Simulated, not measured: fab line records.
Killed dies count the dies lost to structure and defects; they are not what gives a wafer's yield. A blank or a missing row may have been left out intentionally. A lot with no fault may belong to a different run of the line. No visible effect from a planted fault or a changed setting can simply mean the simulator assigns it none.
Chamber matching	flow gf180mcu	GF_V3_CMP_26 on cmp-01: 4 sister chambers
The step polishes, stops on SiO2, t overpolish 15 s, target thk 0 nm. 8 wafers are shown with their chamber, then 12 later ones without.

== WAFERS, EACH WITH ITS CHAMBER ==
wafer	chamber	motor_current_A (A)	time_to_endpoint_s (s)
L088.1	0	11.0	88
L088.3	2	9.8	86
L089.2	1	12.1	79
L089.4	3	11.8	80
L089.6	0	10.8	83
L091.1	2	10.1	85
L091.4	1	12.0	80
L091.5	3	11.1	81

== WAFERS WITHOUT THEIR CHAMBER ==
wafer	motor_current_A (A)	time_to_endpoint_s (s)
L092.2	11.6	85
L092.3	12.0	86
L092.4	10.0	84
L093.1	11.3	82
L093.2	9.6	87
L093.6	10.2	83
L094.2	12.7	81
L094.4	10.4	86
L094.5	11.8	84
L096.1	11.4	85
L096.3	9.9	85
L096.4	12.0	82

== THE CHAMBER EACH PASSED THROUGH ==
wafer	from the rows above	in truth
L092.2	can't be placed: 3 or 0 or 1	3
L092.3	can't be placed: 1 or 3 or 0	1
L092.4	2	2
L093.1	can't be placed: 3 or 0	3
L093.2	2	2
L093.6	can't be placed: 2 or 0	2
L094.2	1	1
L094.4	can't be placed: 2 or 0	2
L094.5	can't be placed: 3 or 1 or 0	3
L096.1	can't be placed: 0 or 3 or 1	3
L096.3	2	2
L096.4	can't be placed: 1 or 3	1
Correct placement for 4 of the 12. From these rows, 8 cannot be placed; in 8 the true chamber is one of the candidates. Wrongly placed: 0.
How it was worked out, from the rows above alone: a wafer's distance from a chamber is the root of the sum, over the readings, of the square of ((its reading less the chamber's mean) divided by the reading's scatter). If the next closest chamber is less than 2 further off than the closest, the wafer can't be placed; otherwise it belongs to the closest. For every chamber, the mean is computed from those of its wafers that are shown. The scatter: take each reading less its chamber's mean, square it, sum over the shown wafers, divide by the number of wafers less the number of chambers, and take the root.
